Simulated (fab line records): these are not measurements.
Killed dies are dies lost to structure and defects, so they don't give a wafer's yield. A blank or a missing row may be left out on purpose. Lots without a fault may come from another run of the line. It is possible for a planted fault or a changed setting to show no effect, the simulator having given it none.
Struck lot and sound lot, side by side    flow sky130    20 steps out of a route of 708
Sound: the wafers L666.1, L666.5, L666.6. Wafers struck: L675.1, L675.3, L675.5. The cause is named last.
Each step with rows lists, per side, the tool, then ch with its chambers, then its first start. Under that, the readings that differ: sound wafers    struck wafers    difference of the means    sigmas: that difference in standard deviations of wafers without a fault.
alike: same words and numbers on both sides, and readings whose means sit less than 2 such deviations apart. not compared: any withheld reading, any reading some wafer has no value for, any bound like >300 that may hide the same value, and any number with overlapping values for which the record gives no deviation.
The two part at a step that has a row with sigmas, a row that says differs or no value, or rows on one side only. Numbers that have no deviation but don't overlap get no sigmas and don't part them. Lack of a reading on every wafer of one side parts them only where that side has two or more wafers.

first, 3 steps without rows for these wafers: SKY_SD_P_EXPOSE_04 (exposes mask PSDM, target cd 380 nm); SKY_SD_P_PEB_05; SKY_SD_P_DEVELOP_06 (develop time 60 s).
SKY_SD_P_CD_MEAS_07: the cd target is 380 nm.
  sound on cdSem-02 at day 27 09:05; struck on cdSem-02 at day 30 14:38
  alike: cdNm
SKY_SD_P_OVL_MEAS_08:
  sound on overlay-01 at day 27 09:13; struck on overlay-02 at day 30 14:46
  alike: SD_P_OVL
following that, these wafers have no rows for 1 step: SKY_SD_P_IMPLANT_09.
SKY_SD_P_STRIP_10: strips in O2/N2.
  sound on plasmaAsher-01 ch 0,1, day 27 09:23; struck on plasmaAsher-03 ch 0,1, day 30 14:57
  alike: drypumpMotorCurrentA, oesProductAu, stripTimeToEndpointS
  not compared: rfHoursCounterH
SKY_SD_P_TW_MEAS_11:
  sound on filmMetro-04 at day 27 09:29; struck on filmMetro-02 at day 30 15:03
  alike: SD_P_TW
then, 4 steps without rows for these wafers: SKY_RES_XHIGH_DEHYDRATE_00 (time 60 s); SKY_RES_XHIGH_HMDS_01 (prime time 60 s); SKY_RES_XHIGH_COAT_02 (resist thk 1140 nm); SKY_RES_XHIGH_SOFTBAKE_03 (time 60 s).
SKY_RES_XHIGH_EXPOSE_04: exposes mask URPM, target cd 1270 nm.
  sound on ilineStepper-01 ch 0, day 28 00:31; struck on ilineStepper-02 ch 0, day 31 04:07
reading  sound                 struck                difference  sigmas
mask     URPM#0 URPM#0 URPM#0  NSDM#0 NSDM#0 NSDM#0  differs     
  alike: focusOffsetNm, reticleTempC
then, 3 steps without rows for these wafers: SKY_RES_XHIGH_PEB_05; SKY_RES_XHIGH_DEVELOP_06 (develop time 60 s); SKY_RES_XHIGH_IMPLANT_07.
SKY_RES_XHIGH_STRIP_08: strips in O2/N2.
  sound on plasmaAsher-03 ch 0,1, day 28 14:26; struck on plasmaAsher-03 ch 0,1, day 31 17:44
  alike: drypumpMotorCurrentA, oesProductAu, stripTimeToEndpointS
  not compared: rfHoursCounterH
SKY_RES_XHIGH_TW_MEAS_09:
  sound on filmMetro-03 at day 28 14:32; struck on filmMetro-02 at day 31 17:50
reading       sound           struck    difference  sigmas
RES_XHIGH_TW  1631 1636 1643  30 30 30  -1607       -99 or more
then, 1 step without rows for these wafers: SKY_SD_N_DEHYDRATE_00 (time 60 s).
-- a jump in the record: the struck wafers' starts before and after are 18 days apart (it breaks off in module SD_N and resumes in module PAD_OPEN, where the first step shown is number 708 of the route) --
SKY_PAD_OPEN_PROBE_99:
  sound on prober-02 at day 47 02:34; struck on prober-01 at day 49 07:04
reading                              sound              struck             difference  sigmas
killedAtOther                        0 0 0              416 416 410        +414        +99 or more
killedDies                           105 94 89          492 492 492        +396        +47
killedOnRim                          20 28 16           96 96 96           +75         +19
model.etest.resNdiff.lineOhmUm       770.4 772.4 763.6  934 923.6 944.5    +165        
model.etest.nfetG5v0d10v5.rOnOhmUm   1906 1917 1896     2008 1971 1976     +79         
model.etest.sonosUncharged.rOnOhmUm  816.9 812.9 813.5  880.1 861.4 866.1  +54.8       
model.etest.nfet_01v8.rOnOhmUm       832.4 825.4 810    872.3 881.6 865.4  +50.5       
model.etest.liconNdiff.rcOhm         176.5 188.2 186.2  214.1 216.1 215.6  +31.6       
model.etest.resNdiff.rsOhmSq         117.7 118.6 119.6  147.9 147.8 146.9  +28.9       
model.etest.nfet_01v8_lvt.driveUaUm  576.1 586.1 591.2  562.8 551.6 558.7  -26.8       
model.etest.resNdiffHv.rsOhmSq       112.8 113.2 113.2  133.4 133.1 133.2  +20.2       
  alike: killed_at_M0_to_M3, killed_at_M4_up, killedAtContacts, killedAtFrontEnd, killedOpen, killedShort

== WHERE THEY PART ==
Last at SKY_PAD_OPEN_PROBE_99 as far as this record goes, first at SKY_RES_XHIGH_EXPOSE_04.

WHY: what had been put in by the simulator
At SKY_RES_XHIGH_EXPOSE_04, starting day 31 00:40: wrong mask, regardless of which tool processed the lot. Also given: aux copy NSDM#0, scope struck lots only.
